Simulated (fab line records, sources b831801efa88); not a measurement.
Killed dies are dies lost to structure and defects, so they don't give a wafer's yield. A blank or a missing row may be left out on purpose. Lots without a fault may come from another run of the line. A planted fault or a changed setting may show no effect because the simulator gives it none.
Chamber matching | flow sky130 | SKY_FIELD_ISO_ETCH_17 on rie_si-01: 4 sister chambers
The step etches Si in HBr/Cl2/O2, target depth 342 nm, time 97.7 s. 4 wafers are shown with their chamber, then 8 later ones without.

WAFERS WITH THEIR CHAMBER
wafer  | chamber | drypump_motor_current_A (A)
L414.1 | 2       | 6.2
L414.2 | 0       | 5.9
L414.4 | 3       | 5.5
L416.1 | 1       | 4.7

WAFERS WITHOUT THEIR CHAMBER
wafer  | drypump_motor_current_A (A)
L416.2 | 6.2
L416.3 | 5.5
L418.1 | 6.2
L418.2 | 6.0
L418.3 | 4.8
L419.2 | 5.5
L419.3 | 4.7
L419.4 | 6.2

WHICH CHAMBER EACH WENT THROUGH
wafer  | from the rows above | in truth
L416.2 | 2                   | 2
L416.3 | 3                   | 3
L418.1 | 2                   | 2
L418.2 | 0                   | 0
L418.3 | 1                   | 1
L419.2 | 3                   | 3
L419.3 | 1                   | 1
L419.4 | 2                   | 2
Placed correctly: 8 of 8. Can't be placed from these rows: 0. Placed wrongly: 0.
How it was worked out, from the rows above alone: a wafer's distance from a chamber is the root of the sum, over the readings, of the square of ((its reading less the chamber's mean) divided by the reading's scatter). The wafer belongs to the nearest chamber; if the next one is less than 2 further off, it can't be placed. A chamber's mean is the mean of its shown wafers. The scatter: with one shown wafer a chamber, the root of the mean of the squares of how far each hidden wafer lies from its nearest shown one.
